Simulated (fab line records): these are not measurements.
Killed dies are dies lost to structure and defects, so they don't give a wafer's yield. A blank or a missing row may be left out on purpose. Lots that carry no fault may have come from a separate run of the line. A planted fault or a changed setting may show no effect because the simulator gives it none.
Struck lot and sound lot, side by side / flow sky130 / 15 out of 708 route steps
Sound: wafers L451.2, L451.3, L451.4. Wafers L443.1, L443.2 were the ones struck. The cause is named last.
At each step with rows: each side's tool, then ch and its chambers, then its first start. Under that, the readings that differ: sound wafers / struck wafers / difference of the means / sigmas: that difference in standard deviations of wafers without a fault.
alike: readings with means less than 2 such deviations apart, plus words and numbers identical on both sides. not compared: withheld readings, readings lacking a value on some wafer, bounds such as >300 that could conceal the same value, and numbers that have no deviation in the record and whose values overlap.
The two part at a step that has a row with sigmas, a row that says differs or no value, or rows on one side only. Numbers that have no deviation but don't overlap get no sigmas and don't part them. Lack of a reading on every wafer of one side parts them only where that side has two or more wafers.

SKY_LOCAL_INTERCONNECT_THK_MEAS_02: measures by xrf.
  sound on film metro-04, day 34 00:41; struck on film metro-01, day 31 18:42
  alike: LOCAL_INTERCONNECT_TIN_THK
then, 8 steps without rows for these wafers: SKY_LOCAL_INTERCONNECT_DEHYDRATE_03 (time 60 s); SKY_LOCAL_INTERCONNECT_HMDS_04 (prime time 60 s); SKY_LOCAL_INTERCONNECT_COAT_05 (resist thk 60 nm); SKY_LOCAL_INTERCONNECT_COAT_06 (resist thk 450 nm); SKY_LOCAL_INTERCONNECT_SOFTBAKE_07 (time 90 s); SKY_LOCAL_INTERCONNECT_EXPOSE_08 (exposes mask LI1M, target cd 170 nm); SKY_LOCAL_INTERCONNECT_PEB_09; SKY_LOCAL_INTERCONNECT_DEVELOP_10 (develop time 60 s).
SKY_LOCAL_INTERCONNECT_CD_MEAS_11: target cd 170 nm.
  sound on cd sem-01, day 35 03:03; struck on cd sem-01, day 32 20:50
  alike: cd nm
SKY_LOCAL_INTERCONNECT_OVL_MEAS_12:
  sound on overlay-01, day 35 03:10; struck on overlay-02, day 32 20:57
  alike: LOCAL_INTERCONNECT_OVL
SKY_LOCAL_INTERCONNECT_ETCH_13: etches BARC in N2/H2, stops on SiO2, time 45.9 s, target depth 60 nm.
  sound on rie metal-03 ch 0,1, day 35 03:11; struck on rie metal-04 ch 0,1, day 32 20:59
  alike: drypump motor current A, he backside leak sccm, oes product au, run length s, throttle valve pct
  not compared: rf hours counter h
SKY_LOCAL_INTERCONNECT_METAL_ETCH_14: etches TiN in Cl2/BCl3, stops on PSG, target depth 110 nm, time 31.4 s.
  sound on rie metal-03 ch 0,1, day 35 03:15; struck on rie metal-04 ch 0,1, day 32 21:03
reading=oes product au (a.u.); sound=0.946 0.951 0.942; struck=0.916 0.907; difference=-0.035; sigmas=-4
reading=run length s (s); sound=59.64 60.00 59.68; struck=61.44 61.31; difference=+1.60; sigmas=+6
reading=throttle valve pct (%); sound=21.878 21.885 21.887; struck=21.934 21.939; difference=+0.053; sigmas=+5
reading=model.KrF-thick_of_LOCAL_INTERCONNECT_COAT_06.thk nm (nm); sound=348.5 347.6 347.9; struck=345.1 344.5; difference=-3.2; sigmas=
  alike: drypump motor current A, he backside leak sccm
  not compared: rf hours counter h
SKY_LOCAL_INTERCONNECT_STRIP_15: strips in O2/N2.
  sound on plasma asher-03 ch 0,1, day 35 03:18; struck on plasma asher-03 ch 0,1, day 32 21:06
reading=strip time to endpoint s (s); sound=4.719 4.729 4.699; struck=4.677 4.670; difference=-0.042; sigmas=-2
  alike: drypump motor current A, oes product au
  not compared: rf hours counter h
-- a jump in the record: the struck wafers' starts before and after are 15 days apart (it breaks off in module LOCAL_INTERCONNECT and resumes in module PAD_OPEN, where the first step shown is number 708 of the route) --
SKY_PAD_OPEN_PROBE_99:
  sound on prober-02, day 49 08:53; struck on prober-01, day 47 19:46
reading=killed dies; sound=100 105 91; struck=80 78; difference=-20; sigmas=-2
reading=killed open; sound=57 63 50; struck=33 44; difference=-18; sigmas=-2
  alike: killed_at_M0_to_M3, killed_at_M4_up, killed at contacts, killed at front end, killed at other, killed short

WHERE THEY PART
Earliest at SKY_LOCAL_INTERCONNECT_METAL_ETCH_14; latest, in this record, at SKY_PAD_OPEN_PROBE_99.

WHY: what the simulator had put in
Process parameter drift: rie metal-04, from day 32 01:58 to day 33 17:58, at SKY_LOCAL_INTERCONNECT_METAL_ETCH_14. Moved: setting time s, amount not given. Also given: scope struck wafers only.
